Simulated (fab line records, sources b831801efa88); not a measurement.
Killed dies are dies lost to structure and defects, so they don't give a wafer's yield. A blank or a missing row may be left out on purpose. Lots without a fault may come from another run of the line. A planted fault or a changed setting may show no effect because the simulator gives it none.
fab line records | flow gf180mcu
record lots=24 wafers=72 last_day=34
route steps=602 shown CONTACT@303 V2@387 V4@492 MIM@510 V5@566
lots that met no fault: from a run of the same line without faults
start_h: hours from the record's first day to the start of the lot's first wafer shown | wait_h: hours since the lot's step before | " the same as in the row above | L1.1+2: a row that stands for several wafers | - no value, or no start given | * or withheld: withheld | < > ~ a bound
route shown NAME@n: a module of which the file shows steps, and the number in the route of the first | usual: mean/standard deviation of fault-free wafers | same: alike in all rows | chamber/n: place in a boat | sites: the reading at each site | _std_site: their standard deviation | _edge_site: outer sites' mean less inner sites' | radius_mm: how far each site lies from the wafer's centre | mask NAME#n: copy n | behind: the tool/chamber that last shaped the wafer | hold: why the lot was held/for how many hours/how that ended | device: the transistor (n, p or np) that didn't switch | end of line: the same wafers' tests at the end of the route | a step without rows: its recipe alone | killed: dies lost to structure and defects at the first sort, not the wafer's yield | map: a wafer's dies, x killed, . not, _ none there
set.NAME: the setting as run; set.NAME@STEP: as run at that earlier step | model.NAME: the simulator's own value behind a step, which no gauge read
steps of the route over a sample of lots; a table a step, a row a wafer
services: from which hour (start_h, from the record's first day; less than 0 if before it) a tool's chamber was out of use, for how many hours, and why
## steps
# step GF_CONTACT_ETCH_16
# recipe chemistry=N2/H2 target_depth_a=withheld overetch_a=withheld time_s=withheld target=BARC ion_energy_ev=200 source_w=500 bias_w=100 pressure_mtorr=30 n2_flow_sccm=100 h2_flow_sccm=200
# usual drypump_motor_current_A=5.6/0.47 oes_product_au=0.855/0.0046 rf_fwd_power_W=495.0/2.2 throttle_valve_pct=13.224/0.0088
# columns lot.wafer tool chamber start_h wait_h drypump_motor_current_A oes_product_au rf_fwd_power_W throttle_valve_pct
L074.3 rie_diel-03 0 368.04 0.0 5.9 0.851 493.0 13.221
L074.5 " 2 " " 5.2 0.862 497.7 13.231
L074.6 " 1 " " 6.4 0.854 494.0 13.236
L075.1 rie_diel-02 1 382.14 0.0 5.9 0.863 493.5 13.239
L075.2 " 0 " " 4.9 0.853 493.5 13.231
L075.3 " 2 " " 5.5 0.856 495.9 13.228
L076.1 rie_diel-03 3 394.69 0.0 5.9 0.861 494.9 13.226
L076.2 " 2 " " 5.1 0.851 497.0 13.215
L076.3 " 1 " " 6.3 0.859 491.8 13.209
L077.1 rie_diel-03 2 406.24 0.0 5.2 0.859 495.1 13.201
L077.5 " 2 " " 5.2 0.855 498.1 13.225
L077.6 " 3 " " 5.9 0.856 497.6 13.224
L078.1 rie_diel-01 0 407.89 0.0 6.0 0.852 496.1 13.225
L078.2 " 1 " " 4.9 0.845 491.7 13.217
L078.4 " 0 " " 6.0 0.859 497.5 13.217
L079.1 rie_diel-03 1 411.84 0.0 6.3 0.858 491.1 13.215
L079.4 " 0 " " 5.8 0.855 492.1 13.210
L079.6 " 1 " " 6.3 0.869 494.4 13.234
L080.3 rie_diel-01 2 423.73 0.0 5.7 0.847 498.4 13.229
L080.5 " 2 " " 5.7 0.861 498.4 13.230
L080.6 " 0 " " 6.0 0.859 497.0 13.215
L082.1 rie_diel-01 1 433.93 0.0 4.9 0.852 494.1 13.229
L082.5 " 1 " " 4.9 0.858 495.6 13.220
L082.6 " 0 " " 6.0 0.856 498.6 13.223
L081.1 rie_diel-03 1 434.49 0.0 6.4 0.855 494.2 13.238
L081.2 " 2 " " 5.2 0.854 497.4 13.218
L081.6 " 2 " " 5.2 0.861 495.1 13.214
L084.1 rie_diel-02 2 453.68 0.0 5.6 0.854 496.3 13.224
L084.2 " 1 " " 6.0 0.849 497.6 13.233
L084.4 " 0 " " 4.9 0.854 495.6 13.206
L083.3 rie_diel-03 3 454.68 0.0 5.9 0.856 494.0 13.227
L083.4 " 1 " " 6.3 0.855 493.8 13.233
L083.5 " 0 " " 5.9 0.853 491.1 13.223
L085.2 rie_diel-02 2 464.33 0.0 5.6 0.863 495.2 13.221
L085.3 " 3 " " 5.3 0.865 495.5 13.217
L085.5 " 1 " " 6.0 0.859 496.0 13.221
L086.1 rie_diel-03 2 475.09 0.0 5.2 0.852 496.6 13.229
L086.2 " 0 " " 5.8 0.850 490.3 13.239
L086.4 " 1 " " 6.3 0.862 491.0 13.225
L087.4 rie_diel-02 3 477.90 0.0 5.3 0.849 495.3 13.231
L087.5 " 1 " " 6.0 0.856 495.9 13.227
L087.6 " 2 " " 5.6 0.854 495.4 13.215
L088.1 rie_diel-03 2 486.19 0.0 5.2 0.858 496.2 13.217
L088.3 " 1 " " 6.4 0.860 495.2 13.208
L088.5 " 2 " " 5.2 0.854 497.7 13.215
L089.2 rie_diel-02 2 498.18 0.0 5.6 0.857 493.8 13.238
L089.5 " 1 " " 5.9 0.855 495.2 13.218
L089.6 " 0 " " 4.9 0.853 493.6 13.214
L090.4 rie_diel-01 3 508.23 0.0 5.1 0.855 496.6 13.228
L090.5 " 3 " " 5.1 0.857 497.8 13.217
L090.6 " 0 " " 6.0 0.850 493.3 13.207
L091.1 rie_diel-02 0 513.83 0.0 4.9 0.853 492.7 13.212
L091.4 " 2 " " 5.6 0.854 497.0 13.220
L091.5 " 0 " " 4.9 0.853 493.2 13.220
L092.2 rie_diel-02 3 517.39 0.0 5.3 0.853 495.2 13.223
L092.4 " 1 " " 6.0 0.854 493.7 13.239
L092.5 " 1 " " 5.9 0.854 494.6 13.233
L093.4 rie_diel-03 1 529.92 0.0 6.3 0.850 493.2 13.250
L093.5 " 2 " " 5.2 0.851 495.4 13.250
L093.6 " 3 " " 5.8 0.854 493.3 13.228
L094.1 rie_diel-02 3 535.34 0.0 5.3 0.853 494.1 13.217
L094.5 " 2 " " 5.6 0.855 494.8 13.227
L094.6 " 3 " " 5.3 0.858 495.6 13.235
L095.3 rie_diel-03 1 537.49 0.0 6.3 0.864 494.7 13.225
L095.5 " 2 " " 5.2 0.852 500.8 13.221
L095.6 " 1 " " 6.3 0.852 494.2 13.221
L096.1 rie_diel-03 3 543.19 0.0 5.9 0.855 495.6 13.225
L096.3 " 2 " " 5.2 0.859 496.2 13.210
L096.5 " 0 " " 5.9 0.853 490.0 13.221
L097.4 rie_diel-01 2 544.49 0.0 5.7 0.855 496.1 13.225
L097.5 " 1 " " 4.9 0.857 493.5 13.232
L097.6 " 2 " " 5.7 0.862 496.5 13.214
# step GF_V2_BOW_MEAS_05
# recipe mode=bow
# usual V2_BOW=103/7.8
# columns lot.wafer tool chamber start_h wait_h V2_BOW[um]
L074.3 film_metro-02 - 444.76 0.1 100
L074.5 " - " " 109
L074.6 " - " " 112
L075.1 film_metro-02 - 458.69 0.2 101
L075.2 " - " " 94
L075.3 " - " " 101
L076.1 film_metro-01 - 471.03 0.2 108
L076.2 " - " " 94
L076.3 " - " " 111
L077.1 film_metro-02 - 483.94 0.2 115
L077.5 " - " " 118
L077.6 " - " " 113
L078.1 film_metro-02 - 485.48 0.1 100
L078.2 " - " " 111
L078.4 " - " " 88
L079.1 film_metro-02 - 490.09 0.1 107
L079.4 " - " " 102
L079.6 " - " " 110
L080.3 film_metro-04 - 500.86 0.3 100
L080.5 " - " " 104
L080.6 " - " " 104
L082.1 film_metro-01 - 511.79 0.2 102
L082.5 " - " " 100
L082.6 " - " " 95
L081.1 film_metro-04 - 512.41 0.2 113
L081.2 " - " " 99
L081.6 " - " " 96
L084.1 film_metro-04 - 531.37 0.1 99
L084.2 " - " " 98
L084.4 " - " " 102
L083.3 film_metro-01 - 531.71 0.1 114
L083.4 " - " " 99
L083.5 " - " " 101
L085.2 film_metro-04 - 540.88 0.1 100
L085.3 " - " " 90
L085.5 " - " " 113
L086.1 film_metro-02 - 550.74 0.1 94
L086.2 " - " " 120
L086.4 " - " " 107
L087.4 film_metro-04 - 553.62 0.3 97
L087.5 " - " " 104
L087.6 " - " " 109
L088.1 film_metro-02 - 561.24 0.2 94
L088.3 " - " " 106
L088.5 " - " " 106
L089.2 film_metro-01 - 570.83 0.3 96
L089.5 " - " " 95
L089.6 " - " " 98
L090.4 film_metro-02 - 582.50 0.2 109
L090.5 " - " " 101
L090.6 " - " " 97
L091.1 film_metro-02 - 588.20 0.1 101
L091.4 " - " " 109
L091.5 " - " " 104
L092.2 film_metro-04 - 590.05 0.1 89
L092.4 " - " " 98
L092.5 " - " " 93
L093.4 film_metro-04 - 600.86 0.2 101
L093.5 " - " " 115
L093.6 " - " " 112
L094.1 film_metro-02 - 608.10 0.1 109
L094.5 " - " " 89
L094.6 " - " " 100
L095.3 film_metro-01 - 609.75 0.2 95
L095.5 " - " " 84
L095.6 " - " " 92
L096.1 film_metro-02 - 613.04 0.2 106
L096.3 " - " " 106
L096.5 " - " " 113
L097.4 film_metro-02 - 614.26 0.3 96
L097.5 " - " " 89
L097.6 " - " " 97
# step GF_V4_ETCH_16
# recipe chemistry=N2/H2 target_depth_a=withheld overetch_a=withheld time_s=withheld target=BARC ion_energy_ev=200 source_w=500 bias_w=100 pressure_mtorr=30.91 n2_flow_sccm=100 h2_flow_sccm=200
# usual drypump_motor_current_A=5.6/0.44 oes_product_au=0.856/0.0044 rf_fwd_power_W=494.8/2.2 throttle_valve_pct=12.998/0.0088
# columns lot.wafer tool chamber start_h wait_h drypump_motor_current_A oes_product_au rf_fwd_power_W throttle_valve_pct
L074.3 rie_diel-02 0 566.93 0.0 4.9 0.860 496.4 13.010
L074.5 " 3 " " 5.3 0.853 492.0 13.009
L074.6 " 0 " " 4.9 0.864 493.1 12.999
L075.1 rie_diel-03 0 578.78 0.0 5.9 0.852 493.2 13.001
L075.2 " 2 " " 5.2 0.860 496.3 12.990
L075.3 " 1 " " 6.4 0.859 491.8 12.997
L076.1 rie_diel-03 0 590.23 0.0 5.9 0.852 490.1 12.988
L076.2 " 2 " " 5.1 0.853 497.5 12.983
L076.3 " 3 " " 5.8 0.865 495.0 12.997
L077.1 rie_diel-03 2 601.99 0.0 5.2 0.849 496.1 13.005
L077.5 " 1 " " 6.3 0.857 495.9 12.994
L077.6 " 0 " " 5.9 0.846 490.3 12.989
L078.1 rie_diel-02 2 603.93 0.0 5.6 0.864 495.4 13.001
L078.2 " 1 " " 5.9 0.847 491.3 12.979
L078.4 " 0 " " 4.9 0.857 495.6 12.988
L079.1 rie_diel-03 0 608.29 0.0 5.8 0.853 493.8 12.998
L079.4 " 3 " " 5.9 0.850 496.1 12.995
L079.6 " 1 " " 6.4 0.854 493.4 12.985
L080.3 rie_diel-03 2 616.08 0.0 5.2 0.856 495.9 12.983
L080.5 " 3 " " 5.9 0.860 497.6 13.011
L080.6 " 0 " " 5.8 0.858 492.2 12.989
L082.1 rie_diel-03 0 626.68 0.0 5.8 0.857 489.9 12.992
L082.5 " 3 " " 5.9 0.856 497.7 12.987
L082.6 " 0 " " 5.9 0.852 489.6 12.995
L081.1 rie_diel-02 0 627.03 0.0 4.9 0.852 492.8 13.001
L081.2 " 3 " " 5.3 0.856 494.9 12.988
L081.6 " 3 " " 5.3 0.854 494.5 12.995
L084.1 rie_diel-02 1 643.39 0.0 6.0 0.851 495.9 12.992
L084.2 " 3 " " 5.3 0.859 493.2 12.998
L084.4 " 0 " " 4.9 0.856 494.9 12.991
L083.3 rie_diel-03 0 646.13 0.0 5.9 0.855 489.4 12.999
L083.4 " 3 " " 5.8 0.846 495.8 13.005
L083.5 " 2 " " 5.2 0.854 498.7 12.999
L085.2 rie_diel-02 1 651.49 0.0 6.0 0.865 494.9 13.015
L085.3 " 3 " " 5.3 0.864 494.0 12.989
L085.5 " 1 " " 6.0 0.859 494.6 12.989
L086.1 rie_diel-03 0 661.03 0.0 5.8 0.858 488.9 12.995
L086.2 " 3 " " 5.9 0.856 498.7 12.997
L086.4 " 2 " " 5.3 0.859 494.5 13.014
L087.4 rie_diel-02 3 663.23 0.0 5.3 0.866 494.8 12.993
L087.5 " 3 " " 5.3 0.856 492.4 12.993
L087.6 " 0 " " 4.9 0.860 492.4 12.990
L088.1 rie_diel-02 0 670.25 0.0 4.9 0.855 495.4 13.001
L088.3 " 3 " " 5.3 0.855 493.1 12.985
L088.5 " 1 " " 5.9 0.851 497.5 13.005
L089.2 rie_diel-01 3 677.73 0.0 5.2 0.859 496.5 12.991
L089.5 " 3 " " 5.1 0.852 497.2 12.997
L089.6 " 2 " " 5.7 0.852 497.4 13.005
L090.4 rie_diel-01 0 688.49 0.0 6.0 0.852 497.5 13.004
L090.5 " 3 " " 5.1 0.861 492.5 12.994
L090.6 " 2 " " 5.7 0.856 494.9 13.018
L091.1 rie_diel-02 3 694.44 0.0 5.3 0.852 493.5 12.993
L091.4 " 1 " " 6.0 0.857 496.9 12.987
L091.5 " 2 " " 5.5 0.854 496.8 13.002
L092.2 rie_diel-03 1 695.43 0.0 6.3 0.853 493.7 13.009
L092.4 " 3 " " 5.9 0.853 496.0 13.002
L092.5 " 1 " " 6.4 0.863 494.9 12.996
L093.4 rie_diel-01 1 705.45 0.0 4.9 0.854 492.8 13.002
L093.5 " 0 " " 6.1 0.857 496.6 12.989
L093.6 " 2 " " 5.7 0.853 495.5 13.017
L095.3 rie_diel-02 2 712.73 0.0 5.6 0.847 495.1 12.996
L095.5 " 2 " " 5.6 0.848 496.9 13.012
L095.6 " 3 " " 5.3 0.857 495.9 13.006
L094.1 rie_diel-01 2 713.18 0.0 5.7 0.852 497.0 12.984
L094.5 " 3 " " 5.2 0.866 495.8 13.008
L094.6 " 2 " " 5.7 0.861 497.8 12.975
L096.1 rie_diel-02 2 715.69 0.0 5.6 0.859 498.7 12.992
L096.3 " 3 " " 5.3 0.855 495.1 13.008
L096.5 " 0 " " 4.9 0.849 492.2 13.009
L097.4 rie_diel-03 0 717.25 0.0 5.9 0.857 488.8 12.997
L097.5 " 1 " " 6.3 0.856 492.8 13.007
L097.6 " 3 " " 5.9 0.858 494.8 12.995
# step GF_V4_STRIP_18
# recipe chemistry=O2/N2 power_w=1400 pressure_mtorr=1500 platen_temp_c=250 o2_flow_sccm=3000 n2_flow_sccm=300 overash_fraction=0.5
# usual drypump_motor_current_A=5.45/0.2 heater_power_w=340/27 oes_product_au=0.593/0.005
# columns lot.wafer tool chamber start_h wait_h drypump_motor_current_A heater_power_w oes_product_au rf_hours_counter_h
L074.3 plasma_asher-02 0 567.09 - 5.14 328 0.594 -
L074.5 " 1 " " 5.42 354 0.598 -
L074.6 " 0 " " 5.13 337 0.594 -
L075.1 plasma_asher-02 1 578.91 - 5.43 353 0.596 47
L075.2 " 0 " " 5.16 330 0.600 47
L075.3 " 0 " " 5.15 324 0.588 -
L076.1 plasma_asher-04 1 590.36 - 5.40 300 0.594 80
L076.2 " 0 " " 5.67 363 0.593 80
L076.3 " 0 " " 5.70 365 0.593 -
L077.1 plasma_asher-04 1 602.12 - 5.42 295 0.586 80
L077.5 " 1 " " 5.43 301 0.590 -
L077.6 " 0 " " 5.73 379 0.592 -
L078.1 plasma_asher-04 0 604.06 - 5.69 368 0.592 81
L078.2 " 1 " " 5.40 303 0.588 81
L078.4 " 1 " " 5.38 305 0.591 -
L079.1 plasma_asher-02 0 608.42 - 5.15 323 0.596 50
L079.4 " 0 " " 5.14 320 0.598 -
L079.6 " 0 " " 5.15 335 0.596 -
L080.3 plasma_asher-04 0 616.25 - 5.71 368 0.587 -
L080.5 " 0 " " 5.69 384 0.597 -
L080.6 " 1 " " 5.42 298 0.584 -
L082.1 plasma_asher-01 1 626.81 - 5.40 326 0.591 103
L082.5 " 1 " " 5.39 323 0.597 -
L082.6 " 0 " " 5.78 364 0.597 -
L081.1 plasma_asher-04 1 627.16 - 5.41 308 0.586 84
L081.2 " 0 " " 5.69 374 0.595 84
L081.6 " 0 " " 5.69 358 0.595 -
L084.1 plasma_asher-04 0 643.52 - 5.65 364 0.588 85
L084.2 " 1 " " 5.40 300 0.595 85
L084.4 " 1 " " 5.42 294 0.583 -
L083.3 plasma_asher-04 1 646.30 - 5.41 305 0.587 -
L083.4 " 0 " " 5.71 368 0.598 -
L083.5 " 1 " " 5.41 292 0.590 -
L085.2 plasma_asher-04 1 651.62 - 5.40 296 0.590 87
L085.3 " 1 " " 5.42 298 0.588 -
L085.5 " 1 " " 5.40 300 0.595 -
L086.1 plasma_asher-02 1 661.16 - 5.43 363 0.589 56
L086.2 " 0 " " 5.14 326 0.592 56
L086.4 " 1 " " 5.42 341 0.598 -
L087.4 plasma_asher-02 0 663.40 - 5.15 322 0.595 -
L087.5 " 0 " " 5.16 330 0.605 -
L087.6 " 1 " " 5.40 356 0.584 -
L088.1 plasma_asher-04 1 670.38 - 5.40 299 0.586 89
L088.3 " 0 " " 5.68 375 0.591 -
L088.5 " 0 " " 5.74 375 0.588 -
L089.2 plasma_asher-02 1 677.86 - 5.42 356 0.596 58
L089.5 " 0 " " 5.18 328 0.592 -
L089.6 " 1 " " 5.42 350 0.593 -
L090.4 plasma_asher-02 0 688.65 - 5.18 326 0.595 -
L090.5 " 1 " " 5.42 347 0.597 -
L090.6 " 0 " " 5.17 324 0.593 -
L091.1 plasma_asher-01 1 694.57 - 5.40 332 0.603 109
L091.4 " 1 " " 5.39 334 0.588 -
L091.5 " 0 " " 5.82 360 0.594 -
L092.2 plasma_asher-02 1 695.63 - 5.39 352 0.592 60
L092.4 " 0 " " 5.19 326 0.599 -
L092.5 " 1 " " 5.40 350 0.596 -
L093.4 plasma_asher-01 0 705.60 - 5.78 373 0.586 -
L093.5 " 0 " " 5.78 364 0.595 -
L093.6 " 1 " " 5.38 335 0.597 -
L095.3 plasma_asher-04 0 712.90 - 5.69 376 0.598 -
L095.5 " 1 " " 5.41 299 0.584 -
L095.6 " 0 " " 5.70 377 0.599 -
L094.1 plasma_asher-02 1 713.31 - 5.41 346 0.596 62
L094.5 " 1 " " 5.41 359 0.598 -
L094.6 " 0 " " 5.15 323 0.590 -
L096.1 plasma_asher-02 0 715.82 - 5.14 324 0.593 62
L096.3 " 1 " " 5.41 365 0.597 -
L096.5 " 0 " " 5.16 324 0.592 -
L097.4 plasma_asher-01 0 717.39 - 5.81 366 0.592 -
L097.5 " 1 " " 5.40 331 0.602 -
L097.6 " 0 " " 5.79 367 0.602 -
# step GF_MIM_SPUTTER_07
# recipe material=TiN target_thk_nm=60 power_w=6500 time_s=50 chamber_pressure_pa=0.4
# usual cathode_dc_power_W=6499.8/1.1 throttle_valve_pct=30.5/1.2
# columns lot.wafer tool chamber start_h wait_h cathode_dc_power_W throttle_valve_pct
L074.3 pvd_sputter-04 - 568.60 0.0 6498.1 28.8
L074.5 " - " " 6497.8 29.8
L074.6 " - " " 6499.0 29.0
L075.1 pvd_sputter-02 - 580.46 0.1 6500.1 31.4
L075.2 " - " " 6502.6 30.7
L075.3 " - " " 6499.0 30.7
L076.1 pvd_sputter-02 - 591.93 0.1 6500.3 30.8
L076.2 " - " " 6498.0 31.4
L076.3 " - " " 6500.7 32.5
L077.1 pvd_sputter-04 - 603.67 0.1 6501.2 28.8
L077.5 " - " " 6500.7 28.9
L077.6 " - " " 6499.8 28.4
L078.1 pvd_sputter-02 - 605.65 0.1 6500.8 30.9
L078.2 " - " " 6498.9 31.4
L078.4 " - " " 6500.8 32.4
L079.1 pvd_sputter-02 - 610.00 0.1 6499.9 31.4
L079.4 " - " " 6499.2 32.6
L079.6 " - " " 6498.2 31.4
L080.3 pvd_sputter-02 - 618.09 0.0 6498.7 31.7
L080.5 " - " " 6500.4 30.7
L080.6 " - " " 6500.1 32.6
L082.1 pvd_sputter-02 - 628.35 0.1 6499.8 32.6
L082.5 " - " " 6499.1 30.9
L082.6 " - " " 6497.8 31.5
L081.1 pvd_sputter-04 - 628.70 0.1 6499.3 30.1
L081.2 " - " " 6502.4 28.7
L081.6 " - " " 6499.3 28.1
L084.1 pvd_sputter-02 - 645.13 0.1 6498.4 32.1
L084.2 " - " " 6500.1 30.7
L084.4 " - " " 6500.0 30.9
L083.3 pvd_sputter-02 - 647.80 0.0 6498.8 30.6
L083.4 " - " " 6498.8 30.8
L083.5 " - " " 6498.1 30.5
L085.2 pvd_sputter-02 - 653.49 0.0 6498.0 30.4
L085.3 " - " " 6500.5 32.5
L085.5 " - " " 6500.5 31.7
L086.1 pvd_sputter-01 - 663.36 0.1 6500.3 31.4
L086.2 " - " " 6498.4 30.5
L086.4 " - " " 6500.0 29.0
L087.4 pvd_sputter-04 - 665.47 0.0 6500.1 28.6
L087.5 " - " " 6497.5 28.8
L087.6 " - " " 6500.5 30.1
L088.1 pvd_sputter-04 - 672.04 0.1 6499.0 28.4
L088.3 " - " " 6499.9 29.7
L088.5 " - " " 6499.0 28.8
L089.2 pvd_sputter-01 - 679.54 0.0 6500.3 30.1
L089.5 " - " " 6501.1 30.2
L089.6 " - " " 6499.1 30.4
L090.4 pvd_sputter-04 - 690.18 0.0 6499.2 28.9
L090.5 " - " " 6500.3 29.2
L090.6 " - " " 6498.3 29.9
L091.1 pvd_sputter-02 - 696.13 0.1 6498.9 30.5
L091.4 " - " " 6499.8 32.6
L091.5 " - " " 6499.1 30.8
L092.2 pvd_sputter-01 - 697.19 0.0 6498.7 29.9
L092.4 " - " " 6500.3 30.3
L092.5 " - " " 6500.9 30.3
L093.4 pvd_sputter-02 - 707.15 0.0 6500.1 32.3
L093.5 " - " " 6501.4 30.6
L093.6 " - " " 6499.4 30.6
L095.3 pvd_sputter-02 - 714.46 0.0 6500.9 30.7
L095.5 " - " " 6499.4 32.5
L095.6 " - " " 6499.3 30.8
L094.1 pvd_sputter-01 - 714.89 0.1 6499.7 31.5
L094.5 " - " " 6497.9 29.1
L094.6 " - " " 6500.3 30.1
L096.1 pvd_sputter-01 - 717.45 0.1 6500.2 29.0
L096.3 " - " " 6499.1 31.6
L096.5 " - " " 6501.1 29.0
L097.4 pvd_sputter-02 - 718.99 0.0 6500.0 30.5
L097.5 " - " " 6498.9 30.8
L097.6 " - " " 6501.2 31.4
# step GF_V5_CMP_26
# recipe stop_on=SiO2 down_force_psi=3.5 platen_rpm=60 t_overpolish_s=15 target_thk_nm=0 pad_velocity_m_s=0.94248
# usual motor_current_A=10.8/0.99 overpolish_run_s=15.001/0.0095 platen_rpm=60.00/0.044 time_to_endpoint_s=87.0/2.8
# columns lot.wafer tool chamber start_h wait_h motor_current_A overpolish_run_s platen_rpm time_to_endpoint_s
L074.3 cmp-01 2 634.64 0.1 11.8 14.993 60.04 88.7
L074.5 " 0 " " 9.9 15.014 59.97 84.8
L074.6 " 1 " " 10.0 15.001 60.07 85.8
L075.3 cmp-01 2 645.51 0.0 12.1 14.999 60.00 86.0
L075.1 " 0 " " 10.0 15.009 59.96 84.4
L075.2 " 1 " " 10.6 15.007 59.99 85.7
L076.2 cmp-01 2 656.46 0.0 12.9 15.005 60.07 80.8
L076.3 " 0 " " 9.8 15.011 59.98 82.3
L076.1 " 1 " " 10.9 15.007 60.05 83.2
L077.1 cmp-01 2 666.69 0.1 12.2 14.998 60.01 91.0
L077.5 " 2 " " 12.3 14.984 59.96 91.9
L077.6 " 3 " " 10.7 15.000 60.03 95.6
L078.4 cmp-02 0 668.69 0.1 11.2 14.997 60.01 85.8
L078.1 " 1 " " 10.3 15.007 60.02 84.1
L078.2 " 2 " " 12.1 15.002 60.02 85.0
L079.4 cmp-01 3 672.13 0.0 10.5 15.023 60.03 89.1
L079.1 " 2 " " 12.5 14.993 59.95 88.9
L079.6 " 0 " " 9.5 15.003 59.98 86.9
L080.3 cmp-02 0 680.24 0.2 11.0 14.986 59.99 90.3
L080.5 " 1 " " 10.8 14.998 59.98 84.7
L080.6 " 2 " " 11.9 15.000 60.03 85.6
L082.1 cmp-01 0 690.00 0.1 10.1 15.008 59.98 87.4
L082.6 " 2 " " 11.7 15.001 60.07 84.8
L082.5 " 3 " " 10.5 15.002 59.95 89.0
L081.2 cmp-02 0 690.85 0.1 11.5 15.006 60.02 84.3
L081.1 " 1 " " 9.7 15.013 59.99 81.0
L081.6 " 3 " " 9.1 14.994 59.99 90.6
L084.4 cmp-01 1 706.62 0.0 10.3 14.978 60.01 86.9
L084.1 " 2 " " 11.6 14.989 59.94 93.9
L084.2 " 0 " " 9.6 15.005 59.98 90.1
L083.3 cmp-02 2 708.48 0.1 12.5 15.001 60.00 87.6
L083.4 " 0 " " 10.8 14.996 60.07 85.9
L083.5 " 2 " " 12.2 15.007 60.03 85.6
L085.2 cmp-01 0 714.94 0.0 9.7 14.997 59.98 86.9
L085.3 " 2 " " 11.8 14.998 60.02 84.1
L085.5 " 0 " " 9.6 14.993 60.08 85.4
L086.1 cmp-01 2 723.01 0.1 12.3 15.000 59.95 88.2
L086.4 " 3 " " 10.8 15.012 60.05 89.9
L086.2 " 0 " " 9.8 14.986 59.99 87.5
L087.4 cmp-02 3 724.06 0.1 9.5 15.001 59.95 92.7
L087.6 " 1 " " 10.3 15.002 59.98 83.7
L087.5 " 2 " " 12.4 15.002 60.03 88.4
L088.3 cmp-02 3 730.94 0.1 9.1 14.991 60.06 90.6
L088.1 " 1 " " 10.3 15.005 60.01 87.6
L088.5 " 0 " " 11.4 14.988 60.02 89.4
L089.2 cmp-02 3 736.78 0.0 9.6 15.013 60.00 90.5
L089.5 " 3 " " 9.2 15.002 60.02 92.3
L089.6 " 0 " " 10.9 14.997 59.97 87.1
L090.4 cmp-01 0 748.17 0.6 9.6 15.005 59.96 84.6
L090.6 " 0 " " 10.0 14.993 59.92 81.7
L090.5 " 1 " " 10.9 15.003 59.96 85.5
L091.1 cmp-01 0 752.83 0.4 10.7 14.979 60.00 85.9
L091.4 " 1 " " 10.3 14.983 60.04 83.3
L091.5 " 2 " " 12.9 14.990 59.98 84.6
L092.2 cmp-01 0 753.90 0.2 9.9 14.999 60.02 82.7
L092.4 " 1 " " 11.1 15.002 59.98 84.8
L092.5 " 3 " " 10.5 15.001 60.03 87.0
L093.4 cmp-01 0 762.87 0.1 10.1 15.002 60.03 86.6
L093.6 " 2 " " 11.4 15.006 59.94 88.0
L093.5 " 3 " " 10.6 14.993 59.93 87.7
L095.3 cmp-02 2 768.92 0.1 12.3 15.006 60.04 84.0
L095.5 " 0 " " 11.4 14.989 59.97 88.3
L095.6 " 1 " " 10.0 14.987 60.00 83.3
L094.1 cmp-02 3 769.61 0.2 9.3 15.010 60.00 89.7
L094.6 " 0 " " 11.8 14.988 60.04 90.1
L094.5 " 1 " " 10.5 14.992 60.06 82.5
L096.1 cmp-01 3 772.18 0.1 10.4 15.000 60.07 88.8
L096.3 " 2 " " 12.2 14.996 59.93 89.2
L096.5 " 3 " " 10.6 15.005 60.01 90.6
L097.4 cmp-01 1 772.53 0.1 11.0 15.012 60.05 87.0
L097.6 " 0 " " 10.6 14.991 60.05 86.2
L097.5 " 1 " " 10.9 15.008 60.00 86.8
## services
# columns tool chamber start_h hours kind
pvd_sputter-02 - 348.01 1.9 repair
rie_diel-02 1 366.42 7.7 repair
rie_diel-03 1 372.14 9.9 repair
plasma_asher-02 - 379.15 14.6 pm
cmp-01 - 380.81 0.2 repair
cmp-01 - 436.16 4.2 pm
rie_diel-02 0 459.55 19.9 repair
cmp-01 - 484.59 4.4 repair
cmp-01 - 489.54 0.8 repair
rie_diel-03 - 501.92 0.6 repair
pvd_sputter-02 - 502.56 5.7 repair
pvd_sputter-02 - 518.42 1.9 repair
rie_diel-03 0 525.50 6.2 repair
pvd_sputter-02 - 553.70 1.5 repair
cmp-01 - 562.56 1.8 repair
cmp-01 - 582.82 4.0 pm
cmp-01 - 609.71 4.5 pm
rie_diel-03 - 611.68 1.2 repair
rie_diel-03 - 624.23 0.2 repair
pvd_sputter-02 - 663.04 15.7 repair
rie_diel-03 2 663.32 70.2 repair
rie_diel-03 0 674.54 35.4 repair
rie_diel-02 0 680.29 1.5 repair
rie_diel-02 - 691.45 0.1 repair
## key
fault none
